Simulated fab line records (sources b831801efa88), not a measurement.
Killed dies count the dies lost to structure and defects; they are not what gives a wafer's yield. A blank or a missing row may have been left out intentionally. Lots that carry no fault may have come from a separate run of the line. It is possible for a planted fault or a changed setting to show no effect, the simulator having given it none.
Matching of chambers ; flow gf180mcu ; 4 sister chambers for GF_POLY_GATE_ETCH_13 on rie si-01
The step etches poly-Si in HBr/Cl2, stops on SiO2, target depth 198.5 nm, time 69.6 s. 14 wafers are shown with their chamber, then 7 later ones without.

EACH WAFER AND ITS CHAMBER
wafer;chamber;oes product au (a.u.);HBr_flow_sccm (sccm);throttle valve pct (%)
L175.1;0;1.000;150.5;33.684
L175.5;2;0.999;150.6;33.678
L175.6;1;1.005;150.4;33.708
L177.1;0;1.002;151.2;33.691
L177.4;1;0.996;150.1;33.680
L177.5;2;0.999;149.8;33.684
L178.3;0;0.996;149.9;33.688
L178.4;2;0.997;149.7;33.676
L178.6;3;0.994;150.0;33.684
L182.2;2;1.002;149.6;33.691
L182.4;1;0.998;149.8;33.661
L182.5;1;1.014;150.3;33.694
L183.4;1;1.004;150.2;33.677
L183.5;0;0.996;150.2;33.698

SIGNATURES (averages over the wafers above)
reading;chamber 0;chamber 1;chamber 2;chamber 3;scatter within a chamber
oes product au;0.99850;1.00340;0.99925;0.99400;0.00489
HBr_flow_sccm;150.450;150.160;149.925;150.000;0.421
throttle valve pct;33.69025;33.68400;33.68225;33.68400;0.0123
Rule: for each reading, subtract the chamber's mean from the wafer's reading, divide by that reading's scatter and square the result; add these up over the readings and take the root, which gives the wafer's distance from the chamber. The wafer belongs to the nearest chamber; if the next one is less than 2 further off, it can't be placed. How the scatter is found: for the shown wafers, subtract from each reading the mean of its chamber, square and add these, divide the total by (wafers less chambers), then take the root.

WAFERS WITHOUT THEIR CHAMBER
wafer;oes product au (a.u.);HBr_flow_sccm (sccm);throttle valve pct (%)
L183.6;0.998;150.3;33.680
L184.4;0.987;150.4;33.690
L184.5;0.987;150.1;33.685
L184.6;0.992;150.5;33.700
L189.2;1.005;150.6;33.691
L189.3;1.005;149.6;33.675
L189.5;1.007;149.9;33.674

CHAMBER TAKEN BY EACH
wafer;from the rows above;in truth
L183.6;can't be placed: 0 or 2 or 3 or 1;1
L184.4;can't be placed: 3 or 0 or 2 or 1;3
L184.5;can't be placed: 3 or 0 or 2 or 1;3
L184.6;can't be placed: 0 or 3 or 2 or 1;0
L189.2;can't be placed: 1 or 0 or 2 or 3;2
L189.3;can't be placed: 2 or 1 or 3 or 0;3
L189.5;can't be placed: 1 or 2 or 0 or 3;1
0 of 7 placed correctly. Unplaceable from these rows: 7, with the true chamber sitting among the candidates in 7. Wrongly placed: 0.
